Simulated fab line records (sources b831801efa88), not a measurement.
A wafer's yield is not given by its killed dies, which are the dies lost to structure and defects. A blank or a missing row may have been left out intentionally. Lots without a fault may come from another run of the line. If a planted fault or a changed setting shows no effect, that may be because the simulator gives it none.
Chamber matching    flow sky130    cmp-01 running SKY_VIA2_CMP_02: 4 sister chambers
The step polishes SiO2. 14 wafers are shown with their chamber, then 6 later ones without.

EACH WAFER AND ITS CHAMBER
wafer   chamber  motor-current-A (A)  platen-rpm (rpm)  retaining-ring-pressure-frac
L558.1  0        12.0                 59.96             1.004
L558.3  3        11.8                 59.98             0.997
L558.4  2        13.4                 59.97             0.996
L561.1  0        11.4                 60.00             0.999
L561.2  1        9.6                  59.96             0.997
L561.6  3        11.8                 60.01             1.005
L565.1  0        11.4                 60.01             1.004
L565.3  1        9.7                  60.02             0.997
L577.3  2        14.2                 60.01             1.004
L577.4  1        10.3                 60.03             1.003
L577.5  1        10.3                 60.04             1.010
L579.2  0        11.5                 60.02             1.000
L579.5  1        10.0                 59.99             0.996
L579.6  2        14.2                 60.01             1.003

SIGNATURES, as means of the wafers listed above
reading                       chamber 0  chamber 1  chamber 2  chamber 3  scatter within a chamber
motor-current-A               11.575     9.980      13.933     11.800     0.332
platen-rpm                    59.9975    60.0080    59.9967    59.9950    0.0281
retaining-ring-pressure-frac  1.00175    1.00060    1.00100    1.00100    0.00482
Rule: a wafer lies at a distance from a chamber equal to the root of the sum of squares, over the readings, of (its reading less the chamber's mean, divided by the reading's scatter). If the next closest chamber is less than 2 further off than the closest, the wafer can't be placed; otherwise it belongs to the closest. How the scatter is found: for the shown wafers, subtract from each reading the mean of its chamber, square and add these, divide the total by (wafers less chambers), then take the root.

WAFERS WITH NO CHAMBER GIVEN
wafer   motor-current-A (A)  platen-rpm (rpm)  retaining-ring-pressure-frac
L578.1  13.8                 60.05             0.994
L578.2  11.7                 59.96             1.004
L578.4  10.3                 59.99             1.007
L580.1  10.5                 59.95             1.005
L580.3  14.2                 60.05             0.997
L580.5  13.8                 60.06             1.005

THE CHAMBER EACH PASSED THROUGH
wafer   from the rows above           in truth
L578.1  2                             2
L578.2  can't be placed: 3 or 0       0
L578.4  1                             1
L580.1  can't be placed: 1 or 0 or 3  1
L580.3  2                             2
L580.5  2                             2
4 of 6 placed correctly. These rows do not allow placing 2 (true chamber among the candidates in 2). Number placed wrongly: 0.
